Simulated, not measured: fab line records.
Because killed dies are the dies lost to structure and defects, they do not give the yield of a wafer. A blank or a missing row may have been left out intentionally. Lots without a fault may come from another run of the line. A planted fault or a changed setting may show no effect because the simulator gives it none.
Split-lot trial | flow gf180mcu | route with 602 steps; 5 lots, 23 wafers read

THE SPLIT ITSELF
At GF_V3_CVD_00 (deposits SiO2, target thk 600 nm, time 100 s), the setting sih4 flow sccm was moved away from the recipe's 60 sccm on 8 of the 23 wafers read, by -14.0% to +9.3%. All remaining wafers had this setting at the recipe value.

Split to reading: the file shows no intervening step.

THE READING
V3_CVD_00_THK (nm), taken at GF_V3_THK_MEAS_01. Typical for fault-free wafers on this fab line: 600 nm, with standard deviation 7.2 nm.

wafer  | tool, chamber at the split | sih4 flow sccm as run, sccm | against the recipe | V3_CVD_00_THK, nm | against lot-mates on the recipe
L074.1 | hdpcvd-01, 0               | 65.58                       | +9.3%              | 663               | +65
L074.2 | hdpcvd-01, 2               | 65.58                       | +9.3%              | 653               | +55
L074.3 | hdpcvd-01, 1               | 60                          | recipe             | 598               | -
L074.4 | hdpcvd-01, 0               | 65.58                       | +9.3%              | 664               | +66
L074.6 | hdpcvd-01, 2               | 60                          | recipe             | 598               | -
L077.1 | hdpcvd-01, 1               | 60                          | recipe             | 610               | -
L077.2 | hdpcvd-01, 2               | 60                          | recipe             | 595               | -
L077.4 | hdpcvd-01, 1               | 60                          | recipe             | 605               | -
L077.5 | hdpcvd-01, 1               | 60                          | recipe             | 607               | -
L077.6 | hdpcvd-01, 2               | 60                          | recipe             | 602               | -
L081.2 | hdpcvd-01, 1               | 60                          | recipe             | 591               | -
L081.4 | hdpcvd-01, 0               | 60                          | recipe             | 609               | -
L081.6 | hdpcvd-01, 1               | 60                          | recipe             | 597               | -
L082.1 | hdpcvd-02, 2               | 51.6                        | -14.0%             | 508               | -80
L082.3 | hdpcvd-02, 1               | 60                          | recipe             | 587               | -
L082.4 | hdpcvd-02, 1               | 51.6                        | -14.0%             | 506               | -82
L082.5 | hdpcvd-02, 2               | 51.6                        | -14.0%             | 504               | -84
L082.6 | hdpcvd-02, 0               | 60                          | recipe             | 589               | -
L085.1 | hdpcvd-01, 0               | 60                          | recipe             | 617               | -
L085.2 | hdpcvd-01, 1               | 54.34                       | -9.4%              | 551               | -64
L085.3 | hdpcvd-01, 2               | 54.34                       | -9.4%              | 541               | -74
L085.4 | hdpcvd-01, 0               | 60                          | recipe             | 617               | -
L085.6 | hdpcvd-01, 1               | 60                          | recipe             | 611               | -

FIT RESULTS
A straight line over all 23 wafers: V3_CVD_00_THK changes by +6.53 nm for each +1% of sih4 flow sccm; r = +0.98; the points scatter about the line by 8.7 nm.
The same after taking each lot's own level away (the mean of its wafers on the recipe; 23 wafers): +6.33 nm for each +1%; r = +0.99; scatter 6.1 nm.
That fit puts the effect of the largest move of sih4 flow sccm on the reading at 89 nm.
From 588.0 to 615.0 nm: that is the span of the lots' own levels, equal to 3.8 times the standard deviation above.
Consequently the slope shifts little with the lot-to-lot level, the two slopes agreeing.
Check: -90.3 nm against its lot-mates is what the line predicts for one of the wafers moved furthest among these (-14.0%) when that wafer is left out of the fit. It came out at -80 nm against them.

THE OTHER SPLITS THESE WAFERS WENT THROUGH
Other splits were also applied to these wafers ahead of the reading. Each is held against what the fit with the lots' levels taken away leaves over:
other split on the same wafers       | wafers away from the commonest value | r with V3_CVD_00_THK (lot level and that fit taken away)
GF_M1_SPUTTER_01 power w             | 5                                    | -0.21
GF_M1_EXPOSE_11 dose mj              | 9                                    | +0.12
GF_M1_METAL_ETCH_16 bias w           | 6                                    | +0.04
GF_V1_COAT_09 resist thk nm          | 8                                    | -0.12
GF_V1_SPUTTER_21 chamber pressure pa | 15                                   | +0.19
GF_M2_SPUTTER_02 power w             | 8                                    | -0.04
GF_V2_CVD_00 sih4 flow sccm          | 8                                    | +0.10

THE WHOLE CHAIN: every reading that the file lists as answering this split, in the file's order
step              | what it does                                 | reading                                                                   | change (the file's fit)              | r (the file's)
GF_V3_CVD_00      | deposits SiO2, target thk 600 nm, time 100 s | SiO2_of_V3_CVD_00.thk nm (the simulator's own value, which no gauge read) | +6.36 nm for each +1% of the setting | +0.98
GF_V3_THK_MEAS_01 |                                              | V3_CVD_00_THK                                                             | +6.38 for each +1% of the setting    | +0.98

FILE'S OWN FIT
V3_CVD_00_THK changes by +6.38 nm for each +1% of sih4 flow sccm, r = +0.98.
